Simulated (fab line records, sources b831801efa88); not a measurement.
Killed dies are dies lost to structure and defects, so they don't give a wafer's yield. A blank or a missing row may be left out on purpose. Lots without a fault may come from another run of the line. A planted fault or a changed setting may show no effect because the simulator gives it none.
Problem report in the 8D (eight disciplines) form, filled by code | flow gf180mcu | the parts of the form that need people (team, actions taken, sign-off) are left out

1. THE PROBLEM
beam_energy_keV at GF_HV_LDD_IMPLANT_21 reads a mean of 24.166 on 6 wafers of 2 lots; wafers without a fault read 25.000 with a standard deviation of 0.0073. That is -99 or more standard deviations from the usual mean.
First seen on wafer L594.2, day 12 05:47, on implanter-01. The record holds 18 wafers of 6 lots with a number at this step. Rule for "out", or "out of limits": more than 4 standard deviations from the usual mean. The other wafers with a number count as sound.

2. WHAT IT IS AND WHAT IT IS NOT
question                    | is                     | is not
which readings at this step | beam_energy_keV        | -
which lots                  | L594, L596             | L591, L599, L608, L609
which wafers of those lots  | all that have a number | -
read on which tools         | implanter-01           | implanter-02
when                        | from day 12 05:47      | up to then (3 sound wafers); but 9 sound wafers of L599, L608, L609 came after

3. SUSPECTS, AND WHAT RULES EACH OUT
Counting: a tool at a process step up to the reading stays a suspect if it ran every lot that is out and no sound lot after the first of them.
- plasma_asher-02 at GF_HV_LDD_STRIP_10 (strips in O2/N2): kept. It ran every lot that is out, first L594 (day 11 10:55), and no sound lot after that.
- implanter-01 at GF_HV_LDD_IMPLANT_21: kept. It ran every lot that is out, first L594 (day 12 05:47), and no sound lot after that; its last sound lot up to then is L591 (day 11 06:34). Its own readings are out on those wafers: beam_energy_keV.
Left after counting: plasma_asher-02 at GF_HV_LDD_STRIP_10, implanter-01 at GF_HV_LDD_IMPLANT_21.

4. THE CAUSE (what the simulator had put in)
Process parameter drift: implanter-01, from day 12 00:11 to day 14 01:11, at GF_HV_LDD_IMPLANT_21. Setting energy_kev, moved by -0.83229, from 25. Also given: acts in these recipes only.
Counting left 2 suspects, and this tool is among them.

5. THE CHAIN OF EFFECTS, in route order
Each row: a reading whose mean over the struck wafers that have a number lies more than 3 standard deviations from the usual. Only readings for which the record gives a usual standard deviation are gone through. hours: the time from each lot's start at the first step in this table that gives one to its start at this step, as a median over the lots. sigmas: the change in usual standard deviations.
hours | step                 | reading         | usual  | on struck wafers | change | sigmas
0     | GF_HV_LDD_IMPLANT_21 | beam_energy_keV | 25.000 | 24.166           | -0.834 | -99 or more
The process steps in it:
- GF_HV_LDD_IMPLANT_21

6. WHAT WOULD HAVE CAUGHT IT SOONER
In this record the first reading out of limits was taken at day 12 05:47, 6 hours after the fault began at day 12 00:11.
